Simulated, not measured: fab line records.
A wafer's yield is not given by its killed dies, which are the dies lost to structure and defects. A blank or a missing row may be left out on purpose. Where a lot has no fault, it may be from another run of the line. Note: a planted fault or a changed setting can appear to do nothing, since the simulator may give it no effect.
Chamber matching + flow gf180mcu + GF_V4_CMP_04 on cmp-02 has 4 sister chambers
The step polishes SiO2. 4 wafers are shown with their chamber, then 7 later ones without.

== EACH WAFER AND ITS CHAMBER ==
| wafer  | chamber | motor current A (A) |
|--------|---------|---------------------|
| L850.4 | 0       | 11.7                |
| L851.6 | 1       | 12.0                |
| L852.3 | 2       | 12.1                |
| L852.5 | 3       | 14.7                |

== WAFERS MISSING THEIR CHAMBER ==
| wafer  | motor current A (A) |
|--------|---------------------|
| L852.6 | 11.5                |
| L856.1 | 12.1                |
| L856.5 | 13.9                |
| L856.6 | 11.7                |
| L866.4 | 12.1                |
| L866.5 | 12.5                |
| L866.6 | 12.3                |

== EACH ONE'S CHAMBER ==
| wafer  | from the rows above          | in truth |
|--------|------------------------------|----------|
| L852.6 | can't be placed: 0 or 1 or 2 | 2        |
| L856.1 | can't be placed: 2 or 1 or 0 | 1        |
| L856.5 | 3                            | 3        |
| L856.6 | can't be placed: 0 or 1 or 2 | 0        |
| L866.4 | can't be placed: 2 or 1 or 0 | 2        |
| L866.5 | can't be placed: 2 or 1 or 0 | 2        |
| L866.6 | can't be placed: 2 or 1 or 0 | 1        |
1 of 7 placed correctly. Cannot be placed on the basis of these rows: 6; the candidates contain the true chamber in 6. Wrongly placed: 0.
How it was worked out, from the rows above alone: a wafer's distance from a chamber is the root of the sum, over the readings, of the square of ((its reading less the chamber's mean) divided by the reading's scatter). If the next closest chamber is less than 2 further off than the closest, the wafer can't be placed; otherwise it belongs to the closest. The mean given for a chamber averages the wafers shown for that chamber. The scatter: with one shown wafer a chamber, the root of the mean of the squares of how far each hidden wafer lies from its nearest shown one.
